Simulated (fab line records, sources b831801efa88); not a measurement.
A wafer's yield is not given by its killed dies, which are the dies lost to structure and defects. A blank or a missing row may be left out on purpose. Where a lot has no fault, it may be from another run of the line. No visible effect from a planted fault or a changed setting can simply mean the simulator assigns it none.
Which tool did it? -- flow gf180mcu -- Sampling: 11 lots, 33 wafers, 4 of 602 route steps

## WHAT THE GAUGES READ, wafer by wafer
GF_STI_BOW_MEAS_00.
lot,measured,on,INCOMING_BOW (um)
L142,day 1 10:02,filmMetro-03,-6 10 -3
L143,day 1 15:00,filmMetro-01,7 2 -7
L144,day 1 20:00,filmMetro-03,-5 1 -2
L145,day 2 01:02,filmMetro-01,11 1 6
L146,day 2 06:00,filmMetro-03,-5 7 -3
L147,day 2 11:02,filmMetro-03,2 9 -2
L148,day 2 16:00,filmMetro-01,-3 -1 -6
L149,day 2 21:02,filmMetro-03,-12 4 -7
L150,day 3 02:02,filmMetro-03,-9 8 7
L151,day 3 07:00,filmMetro-01,9 -10 -5
L152,day 3 12:01,filmMetro-01,1 9 3

GF_VT_IMPLANT_OVL_MEAS_18.
lot,measured,on,VT_IMPLANT_01_OVL (nm)
L142,day 6 04:34,overlay-01,-0.1 0.3 -0.5
L143,day 6 15:41,overlay-01,-0.2 1.3 0.5
L144,day 6 21:17,overlay-01,0.7 0.5 -1.1
L145,day 7 01:26,overlay-02,1.1 3.7 1.3
L146,day 7 05:29,overlay-02,3.4 2.7 2.4
L147,day 7 16:56,overlay-02,1.3 2.9 2.5
L148,day 7 20:43,overlay-02,3.5 1.3 1.7
L149,day 8 01:22,overlay-02,-1.4 -1.0 -2.6
L150,day 8 08:31,overlay-01,2.1 2.0 0.6
L151,day 8 13:43,overlay-02,1.1 2.0 3.9
L152,day 8 20:17,overlay-01,-1.7 -2.5 -1.7

GF_VT_IMPLANT_TW_MEAS_32.
lot,measured,on,VT_IMPLANT_3_TW
L142,day 6 20:26,filmMetro-03,270.2 271.5 272.2
L143,day 7 08:22,filmMetro-04,271.3 272.4 271.7
L144,day 7 13:40,filmMetro-04,271.1 272.6 270.9
L145,day 7 17:05,filmMetro-03,271.7 271.6 271.7
L146,day 7 21:42,filmMetro-03,271.5 272.2 271.2
L147,day 8 09:23,filmMetro-03,274.1 271.8 272.4
L148,day 8 13:20,filmMetro-04,272.1 272.3 274.5
L149,day 8 16:28,filmMetro-03,417.8 421.0 422.8
L150,day 8 23:55,filmMetro-02,410.5 408.6 407.0
L151,day 9 06:11,filmMetro-03,419.7 420.1 420.0
L152,day 9 13:47,filmMetro-02,408.5 406.5 409.2

## EACH LOT AND THE TOOL THAT RAN IT (in order: tool; ch and the chambers of the sampled wafers; start)
lot,GF_VT_IMPLANT_IMPLANT_30
L142,"implanter-01 ch 0, day 6 20:13"
L143,"implanter-01 ch 0, day 7 08:07"
L144,"implanter-04 ch 0, day 7 13:25"
L145,"implanter-02 ch 0, day 7 16:52"
L146,"implanter-04 ch 0, day 7 21:27"
L147,"implanter-02 ch 0, day 8 09:10"
L148,"implanter-01 ch 0, day 8 13:05"
L149,"implanter-01 ch 0, day 8 16:14"
L150,"implanter-02 ch 0, day 8 23:41"
L151,"implanter-02 ch 0, day 9 05:56"
L152,"implanter-04 ch 0, day 9 13:33"
- GF_VT_IMPLANT_IMPLANT_30

## AS READ BY THE TOOLS THEMSELVES (means over the sampled wafers that have a number; for cases with no such wafer, the mark the record gives instead)
The record holds no such reading with a usual standard deviation.

## THE ANSWER, worked out from the rows above alone
Rule: what is usual is taken from the lots themselves. The widest of any qualifying gaps counts: lots, ordered by their means at a reading, are off when they make up no more than a third of the lots, leave a main group of 4 or more, and stand apart from it by 3 or more times the standard deviation of that group's means. If all means in a main group match to the digits the tables above print for the reading, that group is not used. Also off: a lot with no number at a reading for which 4 or more lots have one. Any other lot the step has rows for is counted as sound. First the gauges in route order, then the tools' own readings, where a lot's mean is used as printed above. At the first step where some lot is off, the reading lying furthest off is the one used; lots without a number count as furthest.
Nothing can be told from this: no lot is off at any reading shown.

## WHAT THE SIMULATOR HAD PUT IN
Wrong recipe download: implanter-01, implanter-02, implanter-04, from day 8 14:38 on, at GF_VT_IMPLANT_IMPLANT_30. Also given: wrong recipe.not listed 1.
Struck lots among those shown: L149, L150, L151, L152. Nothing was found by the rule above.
